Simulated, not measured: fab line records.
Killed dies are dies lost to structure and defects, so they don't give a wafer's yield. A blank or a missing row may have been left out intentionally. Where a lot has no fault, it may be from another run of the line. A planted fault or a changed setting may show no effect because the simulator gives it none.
Tool commonality check | flow gf180mcu | Sample size 13 lots and 39 wafers

## REASON FOR OPENING
At GF_HV_LDD_TW_MEAS_38 the reading HV_LDD_3_TW is flagged on 3 of 13 lots. Fault-free wafers read 1439, with a standard deviation of 11.
Rule: a lot gets a flag if all its wafers with a number sit over 4 standard deviations from that mean, or if no wafer of it has a number. The rest of the lots are taken to be sound.

lot  | measured     | on            | HV_LDD_3_TW, wafer by wafer | flag
L483 | day 11 22:08 | film_metro-02 | 1538 1528 1535              | FLAGGED
L485 | day 12 21:23 | film_metro-04 | 1554 1555 1564              | FLAGGED
L490 | day 14 04:20 | film_metro-04 | 1560 1559 1563              | FLAGGED
L494 | day 15 12:13 | film_metro-03 | 1441 1449 1451              |
L495 | day 16 05:35 | film_metro-02 | 1425 1424 1425              |
L496 | day 16 06:32 | film_metro-02 | 1436 1434 1433              |
L497 | day 16 11:46 | film_metro-02 | 1427 1421 1426              |
L498 | day 16 19:56 | film_metro-02 | 1432 1427 1420              |
L499 | day 17 03:10 | film_metro-02 | 1431 1441 1447              |
L500 | day 17 08:59 | film_metro-03 | 1453 1451 1445              |
L501 | day 17 16:19 | film_metro-04 | 1442 1444 1459              |
L502 | day 18 03:20 | film_metro-02 | 1434 1428 1433              |
L505 | day 19 07:26 | film_metro-02 | 1435 1431 1431              |
On average the flagged lots' numbers are 1551, which is +112 against the usual, or +10 standard deviations.

## TOOL THAT RAN EACH LOT
The record keeps 1 process step preceding the reading, out of 602 steps on the route. Each cell gives the tool, then ch followed by the chambers the sampled wafers passed through, then the start.
lot  | flag    | GF_HV_LDD_IMPLANT_36
L483 | FLAGGED | implanter-01 ch 0, day 11 21:35
L485 | FLAGGED | implanter-04 ch 0, day 12 20:49
L490 | FLAGGED | implanter-02 ch 0, day 14 03:47
L494 |         | implanter-02 ch 0, day 15 11:59
L495 |         | implanter-01 ch 0, day 16 05:20
L496 |         | implanter-02 ch 0, day 16 06:17
L497 |         | implanter-01 ch 0, day 16 11:29
L498 |         | implanter-01 ch 0, day 16 19:43
L499 |         | implanter-01 ch 0, day 17 02:55
L500 |         | implanter-04 ch 0, day 17 08:46
L501 |         | implanter-04 ch 0, day 17 16:05
L502 |         | implanter-04 ch 0, day 18 03:05
L505 |         | implanter-02 ch 0, day 19 07:13
What is done by these steps:
- GF_HV_LDD_IMPLANT_36
- GF_HV_LDD_TW_MEAS_38

## FLAGGED AGAINST TOTAL, ONE TOOL AT A TIME (gauges that did the reading follow at the end)
step                 | tool          | lots run | flagged | share of the flagged lots | sound lots run after its first flagged lot
GF_HV_LDD_IMPLANT_36 | implanter-01  | 5        | 1       | some                      | 4 (L495,L497,L498,L499)
GF_HV_LDD_IMPLANT_36 | implanter-02  | 4        | 1       | some                      | 3 (L494,L496,L505)
GF_HV_LDD_IMPLANT_36 | implanter-04  | 4        | 1       | some                      | 3 (L500,L501,L502)
GF_HV_LDD_TW_MEAS_38 | film_metro-02 | 8        | 1       | some                      | 7 (L495,L496,L497,L498,L499,L502,L505)
GF_HV_LDD_TW_MEAS_38 | film_metro-03 | 2        | 0       | none                      | -
GF_HV_LDD_TW_MEAS_38 | film_metro-04 | 3        | 2       | some                      | 1 (L501)

## WHAT THE TABLE ALLOWS
No row of the table ran every flagged lot.

## WHAT THE SIMULATOR PUT IN
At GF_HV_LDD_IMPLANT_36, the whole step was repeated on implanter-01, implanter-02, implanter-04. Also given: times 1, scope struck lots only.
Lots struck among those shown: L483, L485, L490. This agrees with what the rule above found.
